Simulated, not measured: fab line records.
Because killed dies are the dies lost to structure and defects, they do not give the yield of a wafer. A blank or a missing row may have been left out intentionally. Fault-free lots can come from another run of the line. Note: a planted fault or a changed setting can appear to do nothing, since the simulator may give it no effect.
Lot-split experiment    flow sfq line    23 wafers read across 5 lots, on a route 325 steps long

THE SPLIT ITSELF
At SFQ_TRILAYER_M3_LITHO_COAT_080 (resist thk 62 nm), the setting resist thk nm was moved away from the recipe's 62 nm on 11 of the 23 wafers read, by -4.5% to +4.6%. This setting was run at the recipe's value on the other wafers.

FROM THE SPLIT TO THE READING: what the file shows between them, 3 steps
- SFQ_TRILAYER_M3_LITHO_COAT_075: resist thk 600 nm
- SFQ_TRILAYER_M3_LITHO_SOFTBAKE_079
- SFQ_TRILAYER_M3_LITHO_DEVELOP_077: time 60 s

THE READING
oes product au, in a.u., at SFQ_TRILAYER_M3_BARC_OPEN_METAL_ETCH_100 (etches BARC in O2, target depth 125 nm, time 41.7 s). Typical for fault-free wafers on this fab line: 0.685 a.u., with standard deviation 0.0054 a.u.

wafer   tool, chamber at the split  resist thk nm as run, nm  against the recipe  oes product au, a.u.  against lot-mates on the recipe
L074.1  litho track-04, 0           62                        recipe              0.678                 -
L074.2  litho track-04, 0           64.86                     +4.6%               0.702                 +0.022
L074.4  litho track-04, 0           62                        recipe              0.682                 -
L074.5  litho track-04, 0           64.86                     +4.6%               0.708                 +0.028
L074.6  litho track-04, 0           64.86                     +4.6%               0.708                 +0.028
L077.4  litho track-03, 0           62                        recipe              0.689                 -
L077.5  litho track-03, 0           62                        recipe              0.688                 -
L077.6  litho track-03, 0           62                        recipe              0.685                 -
L078.1  litho track-03, 0           59.18                     -4.5%               0.671                 -0.021
L078.2  litho track-03, 0           59.18                     -4.5%               0.674                 -0.018
L078.4  litho track-03, 0           62                        recipe              0.692                 -
L078.5  litho track-03, 0           62                        recipe              0.692                 -
L078.6  litho track-03, 0           59.18                     -4.5%               0.673                 -0.019
L080.1  litho track-03, 0           62                        recipe              0.686                 -
L080.3  litho track-03, 0           59.99                     -3.2%               0.673                 -0.011
L080.4  litho track-03, 0           62                        recipe              0.683                 -
L080.5  litho track-03, 0           59.99                     -3.2%               0.667                 -0.017
L080.6  litho track-03, 0           62                        recipe              0.684                 -
L084.1  litho track-04, 0           63.55                     +2.5%               0.694                 +0.014
L084.2  litho track-04, 0           62                        recipe              0.686                 -
L084.3  litho track-04, 0           62                        recipe              0.674                 -
L084.5  litho track-04, 0           63.55                     +2.5%               0.695                 +0.015
L084.6  litho track-04, 0           63.55                     +2.5%               0.684                 +0.004

THE FIT
A straight line over all 23 wafers: oes product au changes by +0.00363 a.u. for each +1% of resist thk nm; r = +0.89; the points scatter about the line by 0.0053 a.u.
The same after taking each lot's own level away (the mean of its wafers on the recipe; 23 wafers): +0.00482 a.u. for each +1%; r = +0.97; scatter 0.0036 a.u.
The reading moves by 0.022 a.u. for the largest change in resist thk nm, on that fit.
The span of the lots' own levels, 0.6800 to 0.6920 a.u., comes to 2.2 times the standard deviation stated above.
So the lot-to-lot level changes the slope: the two fits differ.
Check: with one of the wafers moved furthest among these (+4.6%) left out of the fit, the line predicts +0.0232 a.u. for it against its lot-mates. It came out at +0.022 a.u. against them.

OTHER SPLITS ON THESE WAFERS
Other splits were also applied to these wafers ahead of the reading. Each is held against what the fit with the lots' levels taken away leaves over:
other split on the same wafers                     wafers away from the commonest value  r with oes product au (lot level and that fit taken away)
SFQ_TRILAYER_M2_LITHO_PEB_060 peb time s           10                                    +0.05
SFQ_TRILAYER_I2_DEP_PECVD_063 time s               5                                     +0.16
SFQ_TRILAYER_I2_VIA_LITHO_COAT_072 resist thk nm   4                                     -0.02
SFQ_TRILAYER_I2_VIA_BARC_OPEN_VIA_ETCH_096 bias w  4                                     +0.00

THE WHOLE CHAIN: every reading that the file lists as answering this split, in the file's order
step                                        what it does                                         reading                                                                                     change (the file's fit)                    r (the file's)
SFQ_TRILAYER_M3_LITHO_COAT_080              resist thk 62 nm                                     BARC_of_TRILAYER_M3_LITHO_COAT_080.thk nm (the simulator's own value, which no gauge read)  +0.624 nm for each +1% of the setting      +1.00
SFQ_TRILAYER_M3_BARC_OPEN_METAL_ETCH_100    etches BARC in O2, target depth 125 nm, time 41.7 s  oes product au                                                                              +0.00476 a.u. for each +1% of the setting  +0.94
SFQ_TRILAYER_M3_BARC_OPEN_METAL_ETCH_100    etches BARC in O2, target depth 125 nm, time 41.7 s  etch.depth nm (the simulator's own value, which no gauge read)                              +0.634 nm for each +1% of the setting      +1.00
SFQ_TRILAYER_I3_VIA_BARC_OPEN_VIA_ETCH_121  etches BARC in O2, target depth 125 nm, time 41.7 s  etch.depth nm (the simulator's own value, which no gauge read)                              -0.224 nm for each +1% of the setting      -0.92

FILE'S OWN FIT
oes product au changes by +0.00476 a.u. for each +1% of resist thk nm, r = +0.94.
